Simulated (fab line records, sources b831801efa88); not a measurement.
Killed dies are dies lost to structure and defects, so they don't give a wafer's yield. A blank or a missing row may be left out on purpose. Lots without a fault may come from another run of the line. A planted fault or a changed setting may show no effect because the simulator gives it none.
fab line records | flow sky130
record lots=7 wafers=21 last_day=50
route steps=708 shown CONTACT@412 PAD_OPEN@708
lots that met no fault: from a run of the same line without faults
start_h: hours from the record's first day to the start of the lot's first wafer shown | wait_h: hours since the lot's step before | " the same as in the row above | L1.1+2: a row that stands for several wafers | - no value, or no start given | * or withheld: withheld | < > ~ a bound
route shown NAME@n: a module of which the file shows steps, and the number in the route of the first | usual: mean/standard deviation of fault-free wafers | same: alike in all rows | chamber/n: place in a boat | sites: the reading at each site | _std_site: their standard deviation | _edge_site: outer sites' mean less inner sites' | radius_mm: how far each site lies from the wafer's centre | mask NAME#n: copy n | behind: the tool/chamber that last shaped the wafer | hold: why the lot was held/for how many hours/how that ended | device: the transistor (n, p or np) that didn't switch | end of line: the same wafers' tests at the end of the route | a step without rows: its recipe alone | killed: dies lost to structure and defects at the first sort, not the wafer's yield | map: a wafer's dies, x killed, . not, _ none there
set.NAME: the setting as run; set.NAME@STEP: as run at that earlier step | model.NAME: the simulator's own value behind a step, which no gauge read
lots at some steps of the route; a table a step, a row a wafer
services: from which hour (start_h, from the record's first day; less than 0 if before it) a tool's chamber was out of use, for how many hours, and why
## steps
# step SKY_CONTACT_DEHYDRATE_06
# recipe temp_c=200 time_s=60
# step SKY_CONTACT_HMDS_07
# recipe prime_time_s=60 prime_temp_c=120
# step SKY_CONTACT_COAT_08
# recipe resist=BARC temp_c=withheld time_s=withheld spin_rpm=3000 resist_thk_nm=60
# step SKY_CONTACT_COAT_09
# recipe resist=KrF-thick spin_rpm=3000 resist_thk_nm=450
# step SKY_CONTACT_SOFTBAKE_10
# recipe temp_c=100 time_s=90 resist=KrF-thick
# step SKY_CONTACT_EXPOSE_11
# recipe mask_id=CTM1 na=0.8 source_shape=annular sigma_inner=0.55 sigma_outer=0.85 target_cd_nm=170 dose_mj=38
# step SKY_CONTACT_PEB_12
# recipe peb_temp_c=withheld peb_time_s=withheld resist=KrF-thick
# step SKY_CONTACT_DEVELOP_13
# recipe develop_time_s=60 resist=KrF-thick dev_temp_c=21
# step SKY_CONTACT_CD_MEAS_14
# recipe target_cd_nm=170
# usual cd_nm=169.7/1.5
# columns lot.wafer tool chamber start_h wait_h cd_nm
L575.2 cd_sem-02 - 753.36 - 169.1
L575.4 " - " " 168.3
L575.5 " - " " 169.0
L582.4 cd_sem-01 - 829.85 - 166.5
L582.5 " - " " 166.3
L582.6 " - " " 168.2
L583.2 cd_sem-02 - 834.32 - 169.0
L583.4 " - " " 169.7
L583.5 " - " " 168.4
L584.1 cd_sem-01 - 837.44 - 167.6
L584.3 " - " " 168.2
L584.5 " - " " 168.6
L590.1 cd_sem-02 - 869.00 - 171.1
L590.3 " - " " 168.5
L590.5 " - " " 168.4
L595.2 cd_sem-01 - 908.81 - 169.8
L595.4 " - " " 170.5
L595.5 " - " " 170.5
L597.2 cd_sem-01 - 917.89 - 170.4
L597.3 " - " " 169.8
L597.6 " - " " 168.5
# step SKY_CONTACT_OVL_MEAS_15
# usual CONTACT_OVL=-1/4.2
# columns lot.wafer tool chamber start_h wait_h CONTACT_OVL[nm]
L575.2 overlay-02 - 753.47 0.1 3
L575.4 " - " " 5
L575.5 " - " " -3
L582.4 overlay-01 - 829.93 0.1 -3
L582.5 " - " " -6
L582.6 " - " " 2
L583.2 overlay-02 - 834.43 0.1 -9
L583.4 " - " " 2
L583.5 " - " " 0
L584.1 overlay-02 - 837.56 0.1 2
L584.3 " - " " 7
L584.5 " - " " 7
L590.1 overlay-02 - 869.12 0.1 -2
L590.3 " - " " -2
L590.5 " - " " 1
L595.2 overlay-01 - 908.92 0.1 -3
L595.4 " - " " -3
L595.5 " - " " 2
L597.2 overlay-01 - 918.00 0.1 -5
L597.3 " - " " -1
L597.6 " - " " -5
# step SKY_CONTACT_ETCH_16
# recipe chemistry=N2/H2 target=BARC ion_energy_ev=200 source_w=500 bias_w=100 pressure_mtorr=30 n2_flow_sccm=100 h2_flow_sccm=200 stop_on=SiO2 time_s=45.9 target_depth_a=600
# usual bias_w=100.02/0.27 chamber_pressure_mTorr=29.999/0.026 drypump_motor_current_A=5.8/0.46 oes_product_au=0.855/0.0046 throttle_valve_pct=13.225/0.01
# columns lot.wafer tool chamber start_h wait_h bias_w chamber_pressure_mTorr drypump_motor_current_A oes_product_au rf_hours_counter_h throttle_valve_pct
L575.2 rie_diel-03 0 753.50 0.0 99.53 29.996 5.7 0.849 37 13.219
L575.4 " 1 " " 100.28 29.980 6.7 0.860 15 13.229
L575.5 " 3 " " 100.14 30.035 5.3 0.845 - 13.219
L582.4 rie_diel-01 2 829.95 0.0 100.53 29.975 5.8 0.858 13 13.213
L582.5 " 0 " " 100.73 29.994 6.1 0.855 - 13.230
L582.6 " 3 " " 100.10 29.992 5.0 0.858 - 13.222
L583.2 rie_diel-04 2 834.46 0.0 100.17 30.006 5.6 0.861 11 13.236
L583.4 " 3 " " 100.38 29.965 5.6 0.863 5 13.222
L583.5 " 1 " " 99.79 30.007 6.1 0.857 - 13.242
L584.1 rie_diel-01 0 837.60 0.0 100.08 30.021 6.1 0.852 10 13.233
L584.3 " 3 " " 99.90 29.984 5.1 0.849 6 13.218
L584.5 " 0 " " 100.10 30.041 6.1 0.855 - 13.232
L590.1 rie_diel-03 0 869.16 0.0 99.59 30.006 5.7 0.854 1 13.214
L590.3 " 3 " " 100.42 30.053 5.3 0.852 21 13.233
L590.5 " 0 " " 99.65 29.994 5.7 0.849 - 13.231
L595.2 rie_diel-01 0 908.95 0.0 100.13 30.007 6.1 0.861 13 13.237
L595.4 " 1 " " 100.10 29.957 6.2 0.858 16 13.215
L595.5 " 1 " " 99.95 30.024 6.2 0.854 - 13.238
L597.2 rie_diel-04 3 918.03 0.0 99.50 30.001 5.6 0.858 9 13.211
L597.3 " 1 " " 99.39 29.985 6.1 0.854 12 13.237
L597.6 " 0 " " 100.10 29.997 5.3 0.850 - 13.214
# step SKY_CONTACT_ETCH_17
# recipe target=SiO2 chemistry=C4F8/O2/Ar stop_on=Si3N4 mask_material=KrF-thick source_w=1500 bias_w=1200 pressure_mtorr=40 c4f8_flow_sccm=withheld O2_flow_sccm=6 Ar_flow_sccm=300 time_s=withheld target_depth_a=3400
# usual bias_w=1201/3.4 chamber_pressure_mTorr=40.00/0.035 oes_product_au=0.892/0.0045
# columns lot.wafer tool chamber start_h wait_h bias_w chamber_pressure_mTorr oes_product_au
L575.2 rie_diel-03 0 753.54 0.0 1206 39.97 0.891
L575.4 " 1 " " 1193 40.05 0.898
L575.5 " 3 " " 1198 40.00 0.892
L582.4 rie_diel-01 2 829.99 0.0 1199 40.06 0.884
L582.5 " 0 " " 1193 39.97 0.890
L582.6 " 3 " " 1202 40.00 0.898
L583.2 rie_diel-04 2 834.50 0.0 1204 39.97 0.892
L583.4 " 3 " " 1207 40.03 0.887
L583.5 " 1 " " 1198 39.99 0.889
L584.1 rie_diel-01 0 837.64 0.0 1199 39.99 0.883
L584.3 " 3 " " 1202 39.97 0.892
L584.5 " 0 " " 1200 39.98 0.880
L590.1 rie_diel-03 0 869.20 0.0 1204 39.95 0.888
L590.3 " 3 " " 1201 40.00 0.894
L590.5 " 0 " " 1197 40.00 0.888
L595.2 rie_diel-01 0 908.99 0.0 1199 39.99 0.889
L595.4 " 1 " " 1198 39.95 0.884
L595.5 " 1 " " 1202 39.99 0.887
L597.2 rie_diel-04 3 918.07 0.0 1206 40.06 0.887
L597.3 " 1 " " 1200 39.98 0.894
L597.6 " 0 " " 1200 39.94 0.891
# step SKY_CONTACT_ETCH_18
# recipe target=Si3N4 chemistry=CHF3/O2 stop_on=TiN source_w=600 bias_w=200 pressure_mtorr=40 chf3_flow_sccm=50 O2_flow_sccm=5 time_s=39 target_depth_a=750
# usual O2_flow_sccm=5.001/0.014 bias_w=199.9/0.61 drypump_motor_current_A=5.8/0.46 oes_product_au=0.854/0.0076 throttle_valve_pct=8.793/0.0085
# columns lot.wafer tool chamber start_h wait_h O2_flow_sccm bias_w drypump_motor_current_A oes_product_au rf_hours_counter_h throttle_valve_pct model.KrF-thick_of_CONTACT_COAT_09.thk_nm
L575.2 rie_diel-03 0 753 - 5.000 199.1 5.7 0.851 37 8.789 246.1
L575.4 " 1 " " 5.008 200.3 6.6 0.863 15 8.791 245.8
L575.5 " 3 " " 4.987 200.0 5.2 0.850 - 8.791 241.1
L582.4 rie_diel-01 2 830 - - - - - - - 329.6
L582.5 " 0 " " - - - - - - 329.2
L582.6 " 3 " " - - - - - - 328.7
L583.2 rie_diel-04 2 834 - - - - - - - 326.3
L583.4 " 3 " " - - - - - - 328.1
L583.5 " 1 " " - - - - - - 323.7
L584.1 rie_diel-01 0 837 - - - - - - - 331.7
L584.3 " 3 " " - - - - - - 330
L584.5 " 0 " " - - - - - - 330.6
L590.1 rie_diel-03 0 869 - 4.976 199.8 5.7 0.853 1 8.785 246.4
L590.3 " 3 " " 5.002 199.5 5.2 0.845 21 8.798 244.8
L590.5 " 0 " " 4.995 199.8 5.7 0.862 - 8.786 244.8
L595.2 rie_diel-01 0 909 - 4.998 201.0 6.1 0.855 13 8.795 245.9
L595.4 " 1 " " 5.006 199.9 6.2 0.866 16 8.797 236
L595.5 " 1 " " 5.001 199.6 6.2 0.864 - 8.790 235
L597.2 rie_diel-04 3 918 - 4.992 199.4 5.6 0.853 9 8.793 249.5
L597.3 " 1 " " 5.006 199.7 6.1 0.844 12 8.788 235.4
L597.6 " 0 " " 4.993 199.9 5.3 0.864 - 8.795 252.2
# step SKY_CONTACT_STRIP_19
# recipe chemistry=O2/N2 power_w=1400 pressure_mtorr=1500 platen_temp_c=withheld o2_flow_sccm=3000 n2_flow_sccm=300 overash_fraction=0.5
# usual drypump_motor_current_A=5.6/0.52 oes_product_au=0.381/0.0052 strip_time_to_endpoint_s=3.63/0.053
# columns lot.wafer tool chamber start_h wait_h drypump_motor_current_A oes_product_au rf_hours_counter_h strip_time_to_endpoint_s
L575.2 plasma_asher-01 1 753.63 - 5.5 0.390 61 3.64
L575.4 " 0 " " 5.9 0.380 - 3.65
L575.5 " 0 " " 6.0 0.377 - 3.60
L582.4 plasma_asher-04 0 830.11 - 6.1 0.414 - 4.54
L582.5 " 1 " " 4.9 0.418 - 4.53
L582.6 " 0 " " 6.1 0.420 - 4.54
L583.2 plasma_asher-04 1 834.59 - 4.9 0.421 103 4.51
L583.4 " 0 " " 6.1 0.426 - 4.53
L583.5 " 0 " " 6.1 0.419 - 4.48
L584.1 plasma_asher-04 1 837.73 - 4.9 0.413 104 4.55
L584.3 " 0 " " 6.1 0.423 - 4.54
L584.5 " 0 " " 6.1 0.418 - 4.55
L590.1 plasma_asher-04 1 869.29 - 4.9 0.377 107 3.65
L590.3 " 1 " " 4.9 0.387 - 3.65
L590.5 " 1 " " 4.9 0.381 - 3.63
L595.2 plasma_asher-04 1 909.08 - 4.9 0.381 111 3.67
L595.4 " 0 " " 6.1 0.377 - 3.54
L595.5 " 0 " " 6.1 0.370 - 3.55
L597.2 plasma_asher-04 0 918.16 - 6.1 0.379 112 3.70
L597.3 " 1 " " 4.9 0.386 - 3.53
L597.6 " 0 " " 6.1 0.385 - 3.70
# step SKY_CONTACT_STRIP_20
# recipe chemistry=post_etch_residue_remover time_s=1200 temp_c=72.5
# step SKY_PAD_OPEN_PROBE_99
# usual killed_at_M0_to_M3=46/6.7 killed_at_M4_up=3.3/2 killed_at_contacts=24/5.4 killed_at_front_end=15/4.3 killed_at_other=0.4/0.64 killed_dies=89/9.1 killed_on_rim=17/3.7 killed_open=48/7.2 killed_short=40/6.3
# same gross_dies=492 killed_at_back_side=0
# columns lot.wafer tool chamber start_h wait_h killed_at_M0_to_M3 killed_at_M4_up killed_at_contacts killed_at_front_end killed_at_other killed_dies killed_on_rim killed_open killed_short
L575.2 prober-02 - 1093.21 0.1 42 5 27 15 0 89 21 51 37
L575.4 prober-02 - 1093.31 0.2 50 0 29 16 2 97 21 48 46
L575.5 prober-02 - 1093.36 0.2 55 4 28 16 1 104 24 39 65
L582.4 prober-02 - 1152.25 0.2 42 3 428 18 1 492 96 56 34
L582.5 prober-02 - 1152.30 0.2 46 5 418 22 1 492 96 50 41
L582.6 prober-02 - 1152.35 0.2 49 2 432 9 0 492 96 51 35
L583.2 prober-01 - 1156.73 0.1 42 4 437 9 0 492 96 49 34
L583.4 prober-01 - 1156.83 0.2 52 3 425 12 0 492 96 61 43
L583.5 prober-01 - 1156.88 0.2 48 1 428 14 1 492 96 54 37
L584.1 prober-02 - 1156.81 0.1 45 6 420 19 2 492 96 53 51
L584.3 prober-02 - 1156.91 0.2 34 5 436 16 1 492 96 46 37
L584.5 prober-02 - 1157.01 0.2 46 2 419 23 2 492 96 49 50
L590.1 prober-01 - 1180.30 0.1 45 7 17 15 1 85 24 51 33
L590.3 prober-01 - 1180.40 0.2 43 2 25 7 0 77 16 45 31
L590.5 prober-01 - 1180.50 0.2 52 2 14 15 0 83 16 48 35
L595.2 prober-01 - 1203.75 0.1 50 2 19 15 0 86 18 48 38
L595.4 prober-01 - 1203.85 0.2 52 5 23 9 0 89 16 51 38
L595.5 prober-01 - 1203.90 0.2 48 5 20 14 0 87 16 51 36
L597.2 prober-02 - 1209.49 0.1 43 0 23 14 0 80 16 49 31
L597.3 prober-02 - 1209.54 0.2 43 4 20 16 0 83 7 39 43
L597.6 prober-02 - 1209.69 0.2 49 5 26 13 1 94 21 48 46
# killed by level:class
L575.2 VIA1:geometric_particle:open=13 CONTACT:geometric_particle:open=11 VIA2:geometric_particle:open=7 FIELD_ISO:geometric_particle:open=5 LI_CONTACT:geometric_particle:open=5 CONTACT:geometric_particle:short=5 VIA1:geometric_particle:short=5 METAL4:geometric_particle:short=5
L575.4 CONTACT:geometric_particle:open=14 VIA1:geometric_particle:open=8 VIA3:geometric_particle:open=8 FIELD_ISO:geometric_particle:short=6 METAL2:geometric_particle:short=6 METAL1:geometric_particle:short=6 VIA1:geometric_particle:short=6 VIA2:geometric_particle:short=5
L575.5 METAL2:geometric_particle:short=12 VIA1:geometric_particle:open=9 CONTACT:geometric_particle:short=9 VIA3:geometric_particle:short=7 VIA3:geometric_particle:open=7 CONTACT:geometric_particle:open=6 METAL3:geometric_particle:short=6 FIELD_ISO:geometric_particle:short=5
L582.4 CONTACT:area_etch=402 VIA1:geometric_particle:open=12 POLY_GATE:geometric_particle:open=8 CONTACT:geometric_particle:open=7 LI_CONTACT:geometric_particle:open=6 CONTACT:geometric_particle:short=6 VIA3:geometric_particle:open=6 VIA2:geometric_particle:open=5
L582.5 CONTACT:area_etch=401 FIELD_ISO:geometric_particle:open=10 VIA1:geometric_particle:open=9 VIA2:geometric_particle:open=8 CONTACT:geometric_particle:open=8 METAL1:geometric_particle:short=6 VIA2:geometric_particle:short=5 METAL2:geometric_particle:short=5
L582.6 CONTACT:area_etch=406 CONTACT:geometric_particle:open=12 VIA1:geometric_particle:open=9 VIA2:geometric_particle:open=8 VIA3:geometric_particle:open=7 VIA1:geometric_particle:short=7 LI_CONTACT:geometric_particle:short=6 VIA2:geometric_particle:short=6
L583.2 CONTACT:area_etch=409 VIA3:geometric_particle:open=13 LI_CONTACT:geometric_particle:open=10 VIA1:geometric_particle:open=10 CONTACT:geometric_particle:short=8 METAL1:geometric_particle:short=5 LI_CONTACT:geometric_particle:short=4 CONTACT:geometric_particle:open=4
L584.1 CONTACT:area_etch=388 CONTACT:geometric_particle:open=11 LI_CONTACT:geometric_particle:open=7 METAL1:geometric_particle:short=7 VIA1:geometric_particle:open=7 METAL2:geometric_particle:short=7 FIELD_ISO:geometric_particle:open=6 CONTACT:geometric_particle:short=6
L583.4 CONTACT:area_etch=388 CONTACT:geometric_particle:open=14 LI_CONTACT:geometric_particle:open=13 VIA1:geometric_particle:open=9 METAL1:geometric_particle:short=7 VIA2:geometric_particle:open=7 METAL2:geometric_particle:short=7 VIA3:geometric_particle:short=5
L583.5 CONTACT:area_etch=401 VIA3:geometric_particle:open=12 CONTACT:geometric_particle:open=8 VIA1:geometric_particle:open=8 LI_CONTACT:geometric_particle:open=6 VIA1:geometric_particle:short=5 LOCAL_INTERCONNECT:geometric_particle:short=5 POLY_GATE:geometric_particle:short=4
L584.3 CONTACT:area_etch=409 VIA1:geometric_particle:open=11 CONTACT:geometric_particle:open=9 FIELD_ISO:geometric_particle:open=6 VIA2:geometric_particle:open=6 LI_CONTACT:geometric_particle:open=6 FIELD_ISO:geometric_particle:short=4 LOCAL_INTERCONNECT:geometric_particle:short=4
L584.5 CONTACT:area_etch=392 CONTACT:geometric_particle:open=10 LI_CONTACT:geometric_particle:open=9 FIELD_ISO:geometric_particle:short=8 VIA1:geometric_particle:open=8 POLY_GATE:geometric_particle:short=6 METAL2:geometric_particle:short=6 VIA2:geometric_particle:open=5
L590.1 VIA1:geometric_particle:open=13 VIA3:geometric_particle:open=8 LI_CONTACT:geometric_particle:open=7 CONTACT:geometric_particle:open=5 METAL1:geometric_particle:short=5 VIA2:geometric_particle:open=5 VIA3:geometric_particle:short=5 METAL4:geometric_particle:short=4
L590.3 LI_CONTACT:geometric_particle:open=12 VIA2:geometric_particle:open=9 VIA1:geometric_particle:open=9 CONTACT:geometric_particle:open=5 VIA3:geometric_particle:short=5 VIA1:geometric_particle:short=4 CONTACT:geometric_particle:short=3 METAL1:geometric_particle:short=3
L590.5 VIA1:geometric_particle:open=13 VIA3:geometric_particle:open=11 VIA1:geometric_particle:short=7 CONTACT:geometric_particle:open=6 METAL1:geometric_particle:short=6 FIELD_ISO:geometric_particle:open=4 POLY_GATE:geometric_particle:open=4 LI_CONTACT:geometric_particle:open=4
L595.2 VIA3:geometric_particle:open=9 VIA1:geometric_particle:open=9 METAL2:geometric_particle:short=9 LI_CONTACT:geometric_particle:open=6 CONTACT:geometric_particle:open=6 FIELD_ISO:geometric_particle:open=5 POLY_GATE:geometric_particle:short=4 POLY_GATE:geometric_particle:open=4
L595.4 VIA1:geometric_particle:open=12 VIA3:geometric_particle:open=10 LI_CONTACT:geometric_particle:open=9 CONTACT:geometric_particle:open=7 FIELD_ISO:geometric_particle:short=5 VIA1:geometric_particle:short=5 METAL1:geometric_particle:short=4 VIA3:geometric_particle:short=4
L595.5 VIA1:geometric_particle:open=13 VIA3:geometric_particle:open=10 CONTACT:geometric_particle:open=9 LI_CONTACT:geometric_particle:open=7 FIELD_ISO:geometric_particle:short=6 METAL2:geometric_particle:short=5 METAL1:geometric_particle:short=4 VIA2:geometric_particle:short=4
L597.2 VIA1:geometric_particle:open=11 CONTACT:geometric_particle:open=8 VIA1:geometric_particle:short=7 VIA2:geometric_particle:open=6 LI_CONTACT:geometric_particle:open=5 LOCAL_INTERCONNECT:geometric_particle:short=5 VIA3:geometric_particle:open=5 FIELD_ISO:geometric_particle:open=4
L597.3 CONTACT:geometric_particle:open=10 METAL1:geometric_particle:short=10 VIA1:geometric_particle:open=10 FIELD_ISO:geometric_particle:short=7 VIA2:geometric_particle:open=6 POLY_GATE:geometric_particle:short=5 VIA1:geometric_particle:short=5 CONTACT:geometric_particle:short=4
L597.6 CONTACT:geometric_particle:open=12 VIA1:geometric_particle:open=9 METAL1:geometric_particle:short=8 LI_CONTACT:geometric_particle:open=6 VIA3:geometric_particle:open=6 VIA1:geometric_particle:short=6 METAL2:geometric_particle:short=5 FIELD_ISO:geometric_particle:open=4
# map L582.4 (x killed, . not)
__________xxxxxxxxxx_________
________xxxxxxxxxxxxxx_______
______xxxxxxxxxxxxxxxxxx_____
_____xxxxxxxxxxxxxxxxxxxx____
____xxxxxxxxxxxxxxxxxxxxxx___
___xxxxxxxxxxxxxxxxxxxxxxxx__
__xxxxxxxxxxxxxxxxxxxxxxxxxx_
_xxxxxxxxxxxxxxxxxxxxxxxxxxxx
_xxxxxxxxxxxxxxxxxxxxxxxxxxxx
_xxxxxxxxxxxxxxxxxxxxxxxxxxxx
_xxxxxxxxxxxxxxxxxxxxxxxxxxxx
_xxxxxxxxxxxxxxxxxxxxxxxxxxxx
_xxxxxxxxxxxxxxxxxxxxxxxxxxxx
_xxxxxxxxxxxxxxxxxxxxxxxxxxxx
_xxxxxxxxxxxxxxxxxxxxxxxxxxxx
__xxxxxxxxxxxxxxxxxxxxxxxxxx_
___xxxxxxxxxxxxxxxxxxxxxxxx__
____xxxxxxxxxxxxxxxxxxxxxx___
_____xxxxxxxxxxxxxxxxxxxx____
______xxxxxxxxxxxxxxxxxx_____
________xxxxxxxxxxxxxx_______
__________xxxxxxxxxx_________
# map L583.2 (x killed, . not)
__________xxxxxxxxxx_________
________xxxxxxxxxxxxxx_______
______xxxxxxxxxxxxxxxxxx_____
_____xxxxxxxxxxxxxxxxxxxx____
____xxxxxxxxxxxxxxxxxxxxxx___
___xxxxxxxxxxxxxxxxxxxxxxxx__
__xxxxxxxxxxxxxxxxxxxxxxxxxx_
_xxxxxxxxxxxxxxxxxxxxxxxxxxxx
_xxxxxxxxxxxxxxxxxxxxxxxxxxxx
_xxxxxxxxxxxxxxxxxxxxxxxxxxxx
_xxxxxxxxxxxxxxxxxxxxxxxxxxxx
_xxxxxxxxxxxxxxxxxxxxxxxxxxxx
_xxxxxxxxxxxxxxxxxxxxxxxxxxxx
_xxxxxxxxxxxxxxxxxxxxxxxxxxxx
_xxxxxxxxxxxxxxxxxxxxxxxxxxxx
__xxxxxxxxxxxxxxxxxxxxxxxxxx_
___xxxxxxxxxxxxxxxxxxxxxxxx__
____xxxxxxxxxxxxxxxxxxxxxx___
_____xxxxxxxxxxxxxxxxxxxx____
______xxxxxxxxxxxxxxxxxx_____
________xxxxxxxxxxxxxx_______
__________xxxxxxxxxx_________
## services
# columns tool chamber start_h hours kind
rie_diel-01 - 758.15 14.6 pm
rie_diel-03 - 770.23 0.6 repair
rie_diel-03 2 778.72 9.5 repair
plasma_asher-01 - 781.18 3.2 repair
plasma_asher-01 - 786.86 2.8 pm
rie_diel-03 0 791.14 3.5 repair
rie_diel-03 0 802.29 - clean
rie_diel-03 0 802.29 18.7 scheduled_down
rie_diel-03 0 802.29 18.7 vent_cycle
rie_diel-01 2 814.95 5.2 repair
rie_diel-03 2 835.33 6.9 repair
rie_diel-04 2 836.74 8.0 repair
rie_diel-03 0 851.20 11.3 repair
plasma_asher-04 - 860.16 3.2 repair
rie_diel-03 - 884.56 0.2 repair
rie_diel-03 0 912.96 3.5 repair
## key
first_sign step=SKY_CONTACT_ETCH_18 reading=tool_record direction=missing
effect step=SKY_CONTACT_STRIP_19 reading=strip_time_to_endpoint_s direction=up sigmas=17 usual=* struck=*
effect step=SKY_PAD_OPEN_PROBE_99 reading=killed_at_contacts direction=up sigmas=75 usual=24 struck=427
model_effect step=SKY_CONTACT_ETCH_18 value=KrF-thick_of_CONTACT_COAT_09.thk_nm without=244.6 struck=328.7
more_kills_born_at SKY_CONTACT_ETCH_18@rie_diel-01=2398 SKY_CONTACT_ETCH_18@rie_diel-04=1198
met_at SKY_CONTACT_ETCH_18
struck_wafers L582.4,L582.5,L582.6,L583.2,L583.4,L583.5,L584.1,L584.3,L584.5
later_rows_left_out L582.4,L582.5,L582.6,L583.2,L583.4,L583.5,L584.1,L584.3,L584.5
tester_left_out L582,L583,L584
fault kind=skipped_step_whole tool=rie_diel-01,rie_diel-04 chamber=- onset_h=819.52 steps=SKY_CONTACT_ETCH_18 scope=struck_lots_only
# tester_left_out: of these lots the tester's yield and bins aren't shown, on N5 and GAA mostly nor the transistor test; their killed dies are dies lost to structure and defects alone, not to doping, threshold or leakage, so they don't give the yield
# later_rows_left_out: the simulator's readings of these wafers behind a module that went badly wrong aren't trusted and aren't shown, but for the sort
